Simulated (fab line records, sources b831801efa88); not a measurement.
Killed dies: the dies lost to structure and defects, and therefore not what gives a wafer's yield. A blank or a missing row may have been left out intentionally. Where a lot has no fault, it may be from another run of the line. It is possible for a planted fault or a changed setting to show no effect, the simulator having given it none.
Struck lot and sound lot, side by side	flow sfq-line	26 out of 325 route steps
Sound: wafers L163.1, L163.3, L163.6. Struck: wafer L169.1 (left out: L169.2, L169.4 of the same lot, which were not struck); the cause appears at the end.
Each step with rows lists, per side, the tool, then ch with its chambers, then its first start. Under that, the readings that differ: sound wafers	struck wafers	difference of the means	sigmas: that difference in standard deviations of wafers without a fault.
alike: same words and numbers on both sides, and readings whose means sit less than 2 such deviations apart. not compared: any withheld reading, any reading some wafer has no value for, any bound like >300 that may hide the same value, and any number with overlapping values for which the record gives no deviation.
Wherever a step has rows on one side only, a row that says differs or no value, or a row with sigmas, the two part there. When numbers do not overlap yet have no deviation, they are printed without sigmas and do not part them. Lack of a reading on every wafer of one side parts them only where that side has two or more wafers.

SFQ_L0_RS_MEAS_901: the measuring method here is four-point-probe.
  sound: film-metro-01 at day 2 13:34; struck: film-metro-04 at day 3 19:34
  alike: L0_MONX_KI_RS
SFQ_L0_THK_MEAS_902: measures by xrf.
  sound: film-metro-01 at day 2 13:41; struck: film-metro-04 at day 3 19:41
  alike: L0_MONX_KI_THK
then, 6 steps without rows for these wafers: SFQ_TRILAYER_L0_LITHO_COAT_010 (resist thk 62 nm); SFQ_TRILAYER_L0_LITHO_COAT_005 (resist thk 600 nm); SFQ_TRILAYER_L0_LITHO_SOFTBAKE_009; SFQ_TRILAYER_L0_LITHO_EXPOSE_006 (exposes mask L0, target cd 2000 nm); SFQ_TRILAYER_L0_LITHO_PEB_008 (peb time 60 s); SFQ_TRILAYER_L0_LITHO_DEVELOP_007 (time 60 s).
-- the record jumps here: 3 days lie between the struck wafers' starts before and after --
SFQ_TRILAYER_L0_BARC_OPEN_METAL_ETCH_010: etches BARC in O2, target depth 125 nm, time 41.7 s.
  sound on rie-metal-02 ch 0,1, day 5 14:28; struck on rie-metal-03 ch 1, day 7 00:19
reading	sound	struck	difference	sigmas
oes-product-au (a.u.)	0.680 0.676 0.682	0.692	+0.013	+3
  alike: drypump-motor-current-A
  not compared: rf-hours-counter-h
SFQ_TRILAYER_L0_ETCH_METAL_ETCH_008: etches MoNx KI in SF6/O2, stops on SiO2, target depth 50 nm, time 25 s.
  sound on rie-metal-02 ch 0,1, day 5 14:32; struck on rie-metal-03 ch 1, day 7 00:23
  alike: drypump-motor-current-A, oes-product-au
  not compared: rf-hours-counter-h
SFQ_TRILAYER_L0_STRIP_STRIP_009: strips in O2.
  sound on rie-metal-02 ch 0,1, day 5 14:35; struck on rie-metal-03 ch 1, day 7 00:25
  alike: drypump-motor-current-A, oes-product-au, platen-temp-c
  not compared: rf-hours-counter-h
then, 1 step without rows for these wafers: SFQ_TRILAYER_L0_STRIP_SOLV_CLEAN_010 (cleans in NMP, time 600 s).
SFQ_TRILAYER_L0_CAP_PECVD_011: deposits SiO2 from SiH4/N2O, time 13.333 s, target thk 60 nm.
  sound on pecvd-04 ch 0,1, day 5 15:22; struck on pecvd-03 ch 2, day 7 01:12
reading	sound	struck	difference	sigmas
model.SiO2_of_TRILAYER_L0_CAP_PECVD_011.thk-nm (nm)	60.02 60.93 60.45	45.42	-15.05	
  alike: heater-power-w, throttle-valve-pct
then, 6 steps without rows for these wafers: SFQ_TRILAYER_L0_VIA_LITHO_COAT_018 (resist thk 62 nm); SFQ_TRILAYER_L0_VIA_LITHO_COAT_013 (resist thk 650 nm); SFQ_TRILAYER_L0_VIA_LITHO_SOFTBAKE_017; SFQ_TRILAYER_L0_VIA_LITHO_EXPOSE_014 (exposes mask L0V, target cd 700 nm); SFQ_TRILAYER_L0_VIA_LITHO_PEB_016 (peb time 60 s); SFQ_TRILAYER_L0_VIA_LITHO_DEVELOP_015 (time 60 s).
-- the record jumps here: 4 days lie between the struck wafers' starts before and after --
SFQ_L0V_OVL_MEAS_903:
  sound: overlay-02 at day 9 16:39; struck: overlay-02 at day 11 02:53
  alike: L0V_OVL
SFQ_TRILAYER_L0_VIA_BARC_OPEN_VIA_ETCH_021: etches BARC in O2, target depth 125 nm, time 41.7 s.
  sound on rie-diel-02 ch 0,1,3, day 9 16:41; struck on rie-diel-02 ch 1, day 11 02:56
  alike: drypump-motor-current-A, oes-product-au
  not compared: rf-hours-counter-h
SFQ_TRILAYER_L0_VIA_ETCH_VIA_ETCH_016: etches SiO2 in CHF3, stops on MoNx KI, target depth 80 nm.
  sound on rie-diel-02 ch 0,1,3, day 9 16:43; struck on rie-diel-02 ch 1, day 11 02:58
reading	sound	struck	difference	sigmas
oes-product-au (a.u.)	0.839 0.860 0.842	0.727	-0.120	-15
model.etch.depth-nm (nm)	60.02 60.93 60.45	45.42	-15.05	
model.L0V.feature-depth-nm (nm)	60.02 60.93 60.45	45.42	-15.05	
  alike: drypump-motor-current-A
SFQ_TRILAYER_L0_VIA_STRIP_STRIP_017: strips in O2.
  sound on rie-metal-01 ch 0, day 9 16:46; struck on rie-metal-01 ch 1, day 11 03:01
reading	sound	struck	difference	sigmas
drypump-motor-current-A (A)	5.1 5.1 5.1	6.7	+1.6	+3
  alike: oes-product-au, platen-temp-c
  not compared: rf-hours-counter-h
then, 1 step without rows for these wafers: SFQ_TRILAYER_L0_VIA_STRIP_SOLV_CLEAN_018 (cleans in NMP, time 600 s).
SFQ_TRILAYER_M0_DEP_PRE_CLEAN_020: time 15 s.
  sound: pvd-sputter-04 at day 9 17:33; struck: pvd-sputter-04 at day 11 03:47
reading	sound	struck	difference	sigmas
model.SiO2_of_TRILAYER_L0_CAP_PECVD_011.thk-nm (nm)	55.02 55.93 55.45	40.42	-15.05	
then, 1 step without rows for these wafers: SFQ_TRILAYER_M0_DEP_SPUTTER_019 (material Nb, target thk 200 nm, time 133.3 s).

== WHERE THEY PART ==
First at SFQ_TRILAYER_L0_BARC_OPEN_METAL_ETCH_010; last, within this record, at SFQ_TRILAYER_L0_VIA_STRIP_STRIP_017.

WHY: what the simulator had put in
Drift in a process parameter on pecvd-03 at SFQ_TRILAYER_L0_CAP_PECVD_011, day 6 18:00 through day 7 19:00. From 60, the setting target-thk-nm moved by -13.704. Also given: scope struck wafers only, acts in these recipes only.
